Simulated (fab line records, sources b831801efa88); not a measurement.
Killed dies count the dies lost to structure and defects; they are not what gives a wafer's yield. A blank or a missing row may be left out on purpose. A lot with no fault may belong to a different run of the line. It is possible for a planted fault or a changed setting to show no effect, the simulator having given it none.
Which tool is to blame? | flow sky130 | 11 lots with 33 wafers sampled at 2 steps, on a route of 708 steps

## WHAT THE GAUGES READ, wafer by wafer
SKY_VIA1_OVL_MEAS_13.
lot  | measured     | on         | VIA1_OVL (nm)
L176 | day 33 16:19 | overlay-02 | 2 1 3
L177 | day 34 00:04 | overlay-01 | -4 -2 -2
L180 | day 34 21:53 | overlay-02 | -3 -12 -8
L186 | day 37 05:09 | overlay-01 | 4 9 13
L187 | day 37 06:29 | overlay-01 | 10 7 0
L188 | day 37 13:51 | overlay-01 | 11 4 7
L190 | day 38 03:37 | overlay-02 | 1 4 10
L192 | day 38 19:22 | overlay-01 | 8 2 1
L199 | day 41 09:22 | overlay-01 | 7 0 0
L197 | day 41 10:50 | overlay-01 | -4 -2 5
L198 | day 41 15:40 | overlay-02 | 5 5 0

SKY_METAL2_THK_MEAS_06: measures by xrf.
lot  | measured     | on            | METAL2_ALCU_THK (nm)
L176 | day 33 18:14 | film-metro-01 | 239 242 248
L177 | day 34 01:41 | film-metro-01 | 245 252 245
L180 | day 34 23:32 | film-metro-04 | 244 252 249
L186 | day 37 06:46 | film-metro-01 | 243 246 243
L187 | day 37 08:09 | film-metro-01 | 246 244 249
L188 | day 37 15:31 | film-metro-02 | 252 248 253
L190 | day 38 05:14 | film-metro-01 | 256 250 248
L192 | day 38 20:58 | film-metro-02 | 252 249 249
L199 | day 41 10:58 | film-metro-02 | 246 253 252
L197 | day 41 12:29 | film-metro-04 | 249 247 248
L198 | day 41 17:17 | film-metro-04 | 246 245 248

## EACH LOT AND THE TOOL THAT RAN IT (in order: tool; ch and the chambers of the sampled wafers; start)
No process step before these readings appears in the record.

## WHAT THE TOOLS THEMSELVES READ (means of the sampled wafers that have a number; where no wafer has one, the mark that the record gives instead)
The record holds no such reading with a usual standard deviation.

## THE ANSWER, worked out from the rows above alone
Rule: the lots themselves supply what counts as usual. Put in order of their means at a reading, lots are off if they are a third of the lots or fewer, leave a main group of 4 or more, and stand apart from it by a gap of 3 or more times the standard deviation of the main group's means; of several such gaps the widest counts. The tables above print the reading to a certain number of digits; a main group whose means all agree to those digits is not used. Also off: a lot with no number at a reading for which 4 or more lots have one. All remaining lots with rows at the step are treated as sound. After the gauges, taken in route order, come the tools' own readings; for these a lot's mean is taken, as printed above. The first step at which some lot is off is used, and at that step the reading that is off furthest; a lot without a number counts as furthest.
No lot is off at any reading shown: from this, nothing can be told.

## WHAT THE SIMULATOR HAD INSERTED
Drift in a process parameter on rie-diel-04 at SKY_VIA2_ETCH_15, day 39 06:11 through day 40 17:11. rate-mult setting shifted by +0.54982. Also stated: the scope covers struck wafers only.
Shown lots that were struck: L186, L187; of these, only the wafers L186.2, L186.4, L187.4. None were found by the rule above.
